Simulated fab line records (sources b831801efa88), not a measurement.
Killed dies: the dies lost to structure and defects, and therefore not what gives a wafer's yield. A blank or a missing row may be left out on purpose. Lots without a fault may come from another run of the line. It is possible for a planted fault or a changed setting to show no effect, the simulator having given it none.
Matching of chambers || flow sfq line || SFQ_TRILAYER_I4_DEP_PECVD_099 on pecvd-04 has 3 sister chambers
The step deposits SiO2 from SiH4/N2O, time 111.11 s, target thk 500 nm. 14 wafers are shown with their chamber, then 7 later ones without.

## WAFERS, EACH WITH ITS CHAMBER
{"wafer": "L982.4", "chamber": 0, "throttle valve pct (%)": 27.2, "heater power outer w (W)": 24, "heater power w (W)": 80}
{"wafer": "L982.5", "chamber": 1, "throttle valve pct (%)": 25.3, "heater power outer w (W)": 40, "heater power w (W)": 85}
{"wafer": "L982.6", "chamber": 2, "throttle valve pct (%)": 23.5, "heater power outer w (W)": 16, "heater power w (W)": 66}
{"wafer": "L983.1", "chamber": 1, "throttle valve pct (%)": 25.2, "heater power outer w (W)": 37, "heater power w (W)": 85}
{"wafer": "L983.2", "chamber": 2, "throttle valve pct (%)": 23.9, "heater power outer w (W)": 15, "heater power w (W)": 66}
{"wafer": "L983.3", "chamber": 0, "throttle valve pct (%)": 26.9, "heater power outer w (W)": 25, "heater power w (W)": 81}
{"wafer": "L987.2", "chamber": 2, "throttle valve pct (%)": 24.2, "heater power outer w (W)": 12, "heater power w (W)": 61}
{"wafer": "L987.3", "chamber": 1, "throttle valve pct (%)": 25.6, "heater power outer w (W)": 44, "heater power w (W)": 90}
{"wafer": "L987.5", "chamber": 0, "throttle valve pct (%)": 27.1, "heater power outer w (W)": 16, "heater power w (W)": 68}
{"wafer": "L991.1", "chamber": 0, "throttle valve pct (%)": 27.0, "heater power outer w (W)": 21, "heater power w (W)": 79}
{"wafer": "L991.5", "chamber": 1, "throttle valve pct (%)": 25.5, "heater power outer w (W)": 46, "heater power w (W)": 90}
{"wafer": "L991.6", "chamber": 0, "throttle valve pct (%)": 27.4, "heater power outer w (W)": 23, "heater power w (W)": 78}
{"wafer": "L992.1", "chamber": 0, "throttle valve pct (%)": 27.1, "heater power outer w (W)": 22, "heater power w (W)": 75}
{"wafer": "L992.4", "chamber": 1, "throttle valve pct (%)": 25.2, "heater power outer w (W)": 44, "heater power w (W)": 89}

SIGNATURES (averages over the wafers above)
{"reading": "throttle valve pct", "chamber 0": 27.117, "chamber 1": 25.360, "chamber 2": 23.867, "scatter within a chamber": 0.219}
{"reading": "heater power outer w", "chamber 0": 21.83, "chamber 1": 42.20, "chamber 2": 14.33, "scatter within a chamber": 3.2}
{"reading": "heater power w", "chamber 0": 76.83, "chamber 1": 87.80, "chamber 2": 64.33, "scatter within a chamber": 3.79}
Rule: distance of a wafer from a chamber = root of the sum over the readings of ((wafer's reading minus chamber's mean) / reading's scatter) squared. If the next closest chamber is less than 2 further off than the closest, the wafer can't be placed; otherwise it belongs to the closest. How the scatter is found: for the shown wafers, subtract from each reading the mean of its chamber, square and add these, divide the total by (wafers less chambers), then take the root.

## WAFERS MISSING THEIR CHAMBER
{"wafer": "L992.5", "throttle valve pct (%)": 27.3, "heater power outer w (W)": 24, "heater power w (W)": 79}
{"wafer": "L995.2", "throttle valve pct (%)": 27.3, "heater power outer w (W)": 21, "heater power w (W)": 75}
{"wafer": "L995.4", "throttle valve pct (%)": 23.9, "heater power outer w (W)": 19, "heater power w (W)": 71}
{"wafer": "L995.5", "throttle valve pct (%)": 27.5, "heater power outer w (W)": 23, "heater power w (W)": 78}
{"wafer": "L998.1", "throttle valve pct (%)": 25.1, "heater power outer w (W)": 36, "heater power w (W)": 80}
{"wafer": "L998.3", "throttle valve pct (%)": 24.0, "heater power outer w (W)": 16, "heater power w (W)": 66}
{"wafer": "L998.5", "throttle valve pct (%)": 25.4, "heater power outer w (W)": 39, "heater power w (W)": 85}

## EACH ONE'S CHAMBER
{"wafer": "L992.5", "from the rows above": 0, "in truth": 0}
{"wafer": "L995.2", "from the rows above": 0, "in truth": 0}
{"wafer": "L995.4", "from the rows above": 2, "in truth": 2}
{"wafer": "L995.5", "from the rows above": 0, "in truth": 0}
{"wafer": "L998.1", "from the rows above": 1, "in truth": 1}
{"wafer": "L998.3", "from the rows above": 2, "in truth": 2}
{"wafer": "L998.5", "from the rows above": 1, "in truth": 1}
Correctly placed: 7 of 7. Left unplaced by these rows: 0. 0 placed wrongly.
